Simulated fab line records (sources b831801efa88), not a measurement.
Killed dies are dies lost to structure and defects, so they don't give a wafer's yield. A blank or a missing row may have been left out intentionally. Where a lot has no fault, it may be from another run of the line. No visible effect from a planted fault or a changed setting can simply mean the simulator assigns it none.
Chamber matching | flow sky130 | SKY_FIELD_ISO_ETCH_14 on rie_diel-03 has 4 sister chambers
The step etches BARC in N2/H2, stops on SiO2, time 45.9 s, target depth 60 nm. 16 wafers are shown with their chamber, then 8 later ones without.

== WAFERS PAIRED WITH THEIR CHAMBERS ==
wafer  | chamber | drypump_motor_current_A (A) | throttle_valve_pct (%) | oes_product_au (a.u.)
L076.3 | 0       | 6.7                         | 13.220                 | 0.854
L076.5 | 3       | 6.2                         | 13.239                 | 0.852
L076.6 | 2       | 5.5                         | 13.216                 | 0.859
L078.1 | 0       | 6.7                         | 13.221                 | 0.854
L078.4 | 3       | 6.1                         | 13.215                 | 0.854
L078.6 | 0       | 6.6                         | 13.218                 | 0.844
L081.2 | 3       | 6.1                         | 13.240                 | 0.852
L081.3 | 1       | 6.3                         | 13.238                 | 0.855
L081.5 | 3       | 6.1                         | 13.214                 | 0.851
L085.1 | 0       | 6.6                         | 13.224                 | 0.855
L085.5 | 1       | 6.3                         | 13.231                 | 0.857
L085.6 | 0       | 6.7                         | 13.215                 | 0.852
L086.2 | 3       | 6.1                         | 13.226                 | 0.850
L086.5 | 0       | 6.7                         | 13.236                 | 0.865
L086.6 | 3       | 6.1                         | 13.231                 | 0.847
L087.2 | 0       | 6.6                         | 13.221                 | 0.852

SIGNATURES (averages over the wafers above)
reading                 | chamber 0 | chamber 1 | chamber 2 | chamber 3 | scatter within a chamber
drypump_motor_current_A | 6.657     | 6.300     | 5.500     | 6.117     | 0.0461
throttle_valve_pct      | 13.22214  | 13.23450  | 13.21600  | 13.22750  | 0.00884
oes_product_au          | 0.85371   | 0.85600   | 0.85900   | 0.85100   | 0.00465
Rule: distance of a wafer from a chamber = root of the sum over the readings of ((wafer's reading minus chamber's mean) / reading's scatter) squared. The wafer belongs to the nearest chamber; if the next one is less than 2 further off, it can't be placed. The scatter: take each reading less its chamber's mean, square it, sum over the shown wafers, divide by the number of wafers less the number of chambers, and take the root.

== WAFERS WITH NO CHAMBER GIVEN ==
wafer  | drypump_motor_current_A (A) | throttle_valve_pct (%) | oes_product_au (a.u.)
L087.3 | 6.3                         | 13.216                 | 0.858
L087.4 | 6.2                         | 13.229                 | 0.843
L092.2 | 6.1                         | 13.224                 | 0.857
L092.3 | 5.5                         | 13.225                 | 0.862
L092.4 | 6.6                         | 13.222                 | 0.856
L097.1 | 6.7                         | 13.224                 | 0.858
L097.3 | 5.5                         | 13.230                 | 0.861
L097.4 | 6.1                         | 13.219                 | 0.853

== CHAMBER TAKEN BY EACH ==
wafer  | from the rows above     | in truth
L087.3 | 1                       | 1
L087.4 | can't be placed: 3 or 1 | 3
L092.2 | 3                       | 3
L092.3 | 2                       | 2
L092.4 | 0                       | 0
L097.1 | 0                       | 0
L097.3 | 2                       | 2
L097.4 | 3                       | 3
Correct placement for 7 of the 8. From these rows, 1 cannot be placed; in 1 the true chamber is one of the candidates. Placed wrongly: 0.
